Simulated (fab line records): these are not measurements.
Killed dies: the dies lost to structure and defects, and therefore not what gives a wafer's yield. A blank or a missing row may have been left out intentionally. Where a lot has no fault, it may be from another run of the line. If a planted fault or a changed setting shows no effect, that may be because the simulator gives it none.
Which tool was responsible? / flow gf180mcu / 33 wafers from 11 lots sampled at 3 of the route's 602 steps

WHAT EACH GAUGE READ, for each wafer
GF_V3_RS_MEAS_24: measures by four-point-probe.
lot=L850; measured=day 22 17:48; on=film metro-01; V3_W_RS (ohm/sq)=0.326 0.330 0.327
lot=L854; measured=day 24 06:31; on=film metro-01; V3_W_RS (ohm/sq)=0.324 0.317 0.325
lot=L855; measured=day 25 02:11; on=film metro-01; V3_W_RS (ohm/sq)=0.325 0.327 0.329
lot=L856; measured=day 25 06:23; on=film metro-01; V3_W_RS (ohm/sq)=0.328 0.313 0.315
lot=L859; measured=day 26 02:51; on=film metro-04; V3_W_RS (ohm/sq)=0.326 0.325 0.313
lot=L861; measured=day 27 00:52; on=film metro-01; V3_W_RS (ohm/sq)=0.331 0.238 0.237
lot=L863; measured=day 27 02:33; on=film metro-04; V3_W_RS (ohm/sq)=0.236 0.326 0.329
lot=L864; measured=day 27 21:02; on=film metro-02; V3_W_RS (ohm/sq)=0.331 0.329 0.332
lot=L868; measured=day 28 19:49; on=film metro-01; V3_W_RS (ohm/sq)=0.328 0.331 0.329
lot=L869; measured=day 29 00:11; on=film metro-04; V3_W_RS (ohm/sq)=0.328 0.330 0.330
lot=L872; measured=day 29 16:55; on=film metro-04; V3_W_RS (ohm/sq)=0.327 0.332 0.333

TOOL THAT RAN EACH LOT (tool first, then ch and the chambers of the sampled wafers, then the start)
lot=L850; GF_M3_SPUTTER_04=pvd sputter-01, day 20 15:54; GF_V3_CVD_23=cvd w-02 ch 0,1, day 22 17:40
lot=L854; GF_M3_SPUTTER_04=pvd sputter-03, day 22 06:42; GF_V3_CVD_23=cvd w-01 ch 0,1, day 24 06:24
lot=L855; GF_M3_SPUTTER_04=pvd sputter-01, day 23 03:52; GF_V3_CVD_23=cvd w-02 ch 0,1, day 25 02:04
lot=L856; GF_M3_SPUTTER_04=pvd sputter-01, day 23 07:56; GF_V3_CVD_23=cvd w-01 ch 0,1, day 25 06:16
lot=L859; GF_M3_SPUTTER_04=pvd sputter-03, day 24 05:02; GF_V3_CVD_23=cvd w-01 ch 0,1, day 26 02:43
lot=L861; GF_M3_SPUTTER_04=pvd sputter-03, day 25 04:20; GF_V3_CVD_23=cvd w-01 ch 0,1, day 27 00:43
lot=L863; GF_M3_SPUTTER_04=pvd sputter-02, day 25 06:39; GF_V3_CVD_23=cvd w-01 ch 0,1, day 27 02:25
lot=L864; GF_M3_SPUTTER_04=pvd sputter-01, day 26 02:42; GF_V3_CVD_23=cvd w-02 ch 0,1, day 27 20:55
lot=L868; GF_M3_SPUTTER_04=pvd sputter-02, day 27 01:50; GF_V3_CVD_23=cvd w-02 ch 0,1, day 28 19:42
lot=L869; GF_M3_SPUTTER_04=pvd sputter-03, day 27 06:27; GF_V3_CVD_23=cvd w-02 ch 0,1, day 29 00:05
lot=L872; GF_M3_SPUTTER_04=pvd sputter-02, day 27 23:47; GF_V3_CVD_23=cvd w-02 ch 0, day 29 16:47
- GF_M3_SPUTTER_04: material TiN, target thk 50 nm, time 41.7 s.
- GF_V3_CVD_23: deposits W, target thk 350 nm, time 104.9 s.

THE ANSWER, worked out from the rows above alone
Rule: what is usual is taken from the lots themselves. The widest of any qualifying gaps counts: lots, ordered by their means at a reading, are off when they make up no more than a third of the lots, leave a main group of 4 or more, and stand apart from it by 3 or more times the standard deviation of that group's means. A main group is skipped when, at the precision printed for the reading in the tables above, its means are all equal. A lot without any number at a reading at which 4 lots or more have one is off too. All remaining lots with rows at the step are treated as sound.
Off: L861, L863, seen at GF_V3_RS_MEAS_24 (V3_W_RS). For the main group the mean is 0.326 ohm/sq and the standard deviation 0.0042.
A tool fits if, at a process step before that reading, it ran every lot that is off, and no sound lot after the first of them. Those tools and the gauges at GF_V3_RS_MEAS_24 are tried in the same way. One fits: cvd w-01 at GF_V3_CVD_23. Its last sound lot is L859 (day 26 02:43), its first lot that is off L861 (day 27 00:43): a fault that began between those two fits.

WHAT THE SIMULATOR HAD INSERTED
cvd w-01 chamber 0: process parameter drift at GF_V3_CVD_23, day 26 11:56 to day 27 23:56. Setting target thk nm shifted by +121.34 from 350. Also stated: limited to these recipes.
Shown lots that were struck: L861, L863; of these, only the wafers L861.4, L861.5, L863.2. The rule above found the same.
